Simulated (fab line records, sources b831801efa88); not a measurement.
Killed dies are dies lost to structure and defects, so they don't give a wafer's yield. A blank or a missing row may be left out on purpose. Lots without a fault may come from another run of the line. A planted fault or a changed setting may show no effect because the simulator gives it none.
Chamber matching | flow gf180mcu | GF_MIM_CVD_05 on pecvd-04: 3 sister chambers
The step deposits Si3N4, target thk 42 nm, time 29.086 s. 14 wafers are shown with their chamber, then 7 later ones without.

WAFERS WITH THEIR CHAMBER
wafer  | chamber | heater_power_w (W) | heater_power_outer_w (W)
L577.1 | 2       | 682                | 419
L577.2 | 1       | 622                | 341
L577.6 | 2       | 694                | 404
L582.1 | 1       | 727                | 419
L582.2 | 2       | 714                | 435
L582.6 | 1       | 734                | 420
L584.1 | 0       | 547                | 325
L584.2 | 2       | 753                | 463
L584.6 | 2       | 765                | 465
L586.2 | 1       | 608                | 348
L586.4 | 1       | 631                | 341
L586.5 | 2       | 750                | 450
L588.1 | 1       | 667                | 376
L588.4 | 1       | 669                | 383

SIGNATURES (means of the wafers above)
reading              | chamber 0 | chamber 1 | chamber 2 | scatter within a chamber
heater_power_w       | 547.00    | 665.43    | 726.33    | 43.5
heater_power_outer_w | 325.00    | 375.43    | 439.33    | 30.3
Rule: a wafer's distance from a chamber is the root of the sum, over the readings, of the square of ((its reading less the chamber's mean) divided by the reading's scatter). The wafer belongs to the nearest chamber; if the next one is less than 2 further off, it can't be placed. The scatter: the root of (the sum of the squares of (reading less its chamber's mean) over the shown wafers, divided by (wafers less chambers)).

WAFERS WITHOUT THEIR CHAMBER
wafer  | heater_power_w (W) | heater_power_outer_w (W)
L588.5 | 542                | 317
L595.1 | 592                | 358
L595.4 | 776                | 470
L595.6 | 736                | 416
L599.2 | 663                | 387
L599.4 | 659                | 388
L599.6 | 700                | 393

WHICH CHAMBER EACH WENT THROUGH
wafer  | from the rows above     | in truth
L588.5 | 0                       | 0
L595.1 | can't be placed: 0 or 1 | 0
L595.4 | 2                       | 2
L595.6 | can't be placed: 2 or 1 | 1
L599.2 | can't be placed: 1 or 2 | 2
L599.4 | can't be placed: 1 or 2 | 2
L599.6 | can't be placed: 1 or 2 | 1
Placed correctly: 2 of 7. Can't be placed from these rows: 5 (the true chamber is among the candidates in 5). Placed wrongly: 0.
